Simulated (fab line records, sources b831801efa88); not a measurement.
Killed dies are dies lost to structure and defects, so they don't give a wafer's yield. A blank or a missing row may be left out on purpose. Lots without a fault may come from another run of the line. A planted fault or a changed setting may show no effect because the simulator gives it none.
A struck lot beside a sound one | flow gf180mcu | 32 steps out of a route of 602
Sound: wafers L455.3, L455.5, L455.6. Struck: wafers L446.1, L446.2, L446.5. The cause comes at the end.
At each step with rows: each side's tool, then ch and its chambers, then its first start. Under that, the readings that differ: sound wafers | struck wafers | difference of the means | sigmas: that difference in standard deviations of wafers without a fault.
alike: readings whose means differ by less than 2 such deviations, and words and numbers that are the same on both sides. not compared: withheld readings, readings that some wafer has no value for, bounds like >300 that may hide the same value, and numbers for which the record gives no deviation and whose values overlap.
The two part at a step that has a row with sigmas, a row that says differs or no value, or rows on one side only. Numbers that don't overlap but have no deviation are shown without sigmas and don't part them. A reading that every wafer of one side lacks parts them only if that side has two wafers or more.

first, 1 step without rows for these wafers: GF_HV_LDD_IMPLANT_21.
GF_HV_LDD_STRIP_22: strips in O2/N2.
  sound on plasma_asher-03 ch 0,1, day 16 18:47; struck on plasma_asher-04 ch 0,1, day 13 18:43
  alike: drypump_motor_current_A, heater_power_w, oes_product_au, platen_temp_c, strip_time_to_endpoint_s
  not compared: rf_hours_counter_h
GF_HV_LDD_TW_MEAS_23:
  sound on film_metro-02, day 16 18:52; struck on film_metro-04, day 13 18:49
  alike: HV_LDD_2_TW
then, 7 steps without rows for these wafers: GF_HV_LDD_DEHYDRATE_24 (time 60 s); GF_HV_LDD_HMDS_25 (prime time 60 s); GF_HV_LDD_COAT_26 (resist thk 1000 nm); GF_HV_LDD_SOFTBAKE_27 (time 60 s); GF_HV_LDD_EXPOSE_28 (exposes mask Nplus HV AREA, target cd 400 nm); GF_HV_LDD_PEB_29; GF_HV_LDD_DEVELOP_30 (develop time 60 s).
GF_HV_LDD_CD_MEAS_31: target cd 400 nm.
  sound on cd_sem-02, day 17 17:45; struck on cd_sem-01, day 14 15:31
  alike: cd_nm
GF_HV_LDD_OVL_MEAS_32:
  sound on overlay-01, day 17 17:50; struck on overlay-02, day 14 15:38
  alike: HV_LDD_02_OVL
GF_HV_LDD_IMPLANT_33:
  sound on implanter-03 ch 0, day 17 17:55; struck on implanter-01, day 14 15:40
  no value came back on the struck wafers for beam_energy_keV, beam_on_s (s), faraday_current_uA; on the sound wafers beam_energy_keV reads 59.999 59.990 60.001
then, 3 steps without rows for these wafers: GF_HV_LDD_IMPLANT_34; GF_HV_LDD_IMPLANT_35; GF_HV_LDD_IMPLANT_36.
GF_HV_LDD_STRIP_37: strips in O2/N2.
  sound on plasma_asher-04 ch 0,1, day 17 18:30; struck on plasma_asher-01 ch 0,1, day 14 16:16
  alike: drypump_motor_current_A, heater_power_w, oes_product_au, platen_temp_c, strip_time_to_endpoint_s
  not compared: rf_hours_counter_h
GF_HV_LDD_TW_MEAS_38:
  sound on film_metro-02, day 17 18:35; struck on film_metro-01, day 14 16:35
  reading     | sound          | struck         | difference | sigmas
  HV_LDD_3_TW | 1430 1434 1441 | 1322 1313 1317 | -118       | -10
  not compared: hold
then, 6 steps without rows for these wafers: GF_HV_LDD_HMDS_40 (prime time 60 s); GF_HV_LDD_COAT_41 (resist thk 1000 nm); GF_HV_LDD_SOFTBAKE_42 (time 60 s); GF_HV_LDD_EXPOSE_43 (exposes mask Pplus HV AREA, target cd 400 nm); GF_HV_LDD_PEB_44; GF_HV_LDD_DEVELOP_45 (develop time 60 s).
GF_HV_LDD_CD_MEAS_46: target cd 400 nm.
  sound on cd_sem-02, day 18 17:48; struck on cd_sem-02, day 15 13:37
  reading    | sound             | struck            | difference | sigmas
  cd_nm (nm) | 396.8 396.5 398.7 | 402.0 402.3 404.2 | +5.5       | +3
GF_HV_LDD_OVL_MEAS_47:
  sound on overlay-01, day 18 17:54; struck on overlay-02, day 15 13:44
  alike: HV_LDD_03_OVL
then, 1 step without rows for these wafers: GF_HV_LDD_IMPLANT_48.
GF_HV_LDD_STRIP_49: strips in O2/N2.
  sound on plasma_asher-01 ch 0,1, day 18 18:06; struck on plasma_asher-04 ch 0,1, day 15 13:55
  alike: drypump_motor_current_A, heater_power_w, oes_product_au, platen_temp_c, strip_time_to_endpoint_s
  not compared: rf_hours_counter_h
GF_HV_LDD_TW_MEAS_50:
  sound on film_metro-04, day 18 18:11; struck on film_metro-02, day 15 14:01
  alike: HV_LDD_4_TW
then, 1 step without rows for these wafers: GF_HV_LDD_CLEAN_51 (cleans in SC1/SC2, time 150 s).
GF_HV_LDD_RTA_52: time 10 s.
  sound on rtp_anneal-01 ch 0, day 18 18:18; struck on rtp_anneal-02 ch 0, day 15 14:08
  reading            | sound          | struck         | difference | sigmas
  lamp_power_pct (%) | 30.7 30.8 30.7 | 27.6 27.6 27.6 | -3.1       | -2
  alike: wafer_temp_C_max
GF_HV_LDD_RS_MEAS_53: measures by four-point-probe.
  sound on film_metro-02, day 18 18:23; struck on film_metro-02, day 15 14:29
  reading            | sound             | struck            | difference | sigmas
  HV_LDD_RS (ohm/sq) | 416.2 417.1 416.7 | 439.1 439.7 438.9 | +22.6      | +24
  not compared: hold

WHERE THEY PART
First at GF_HV_LDD_IMPLANT_33; last, within this record, at GF_HV_LDD_RS_MEAS_53.

WHY: what the simulator had put in
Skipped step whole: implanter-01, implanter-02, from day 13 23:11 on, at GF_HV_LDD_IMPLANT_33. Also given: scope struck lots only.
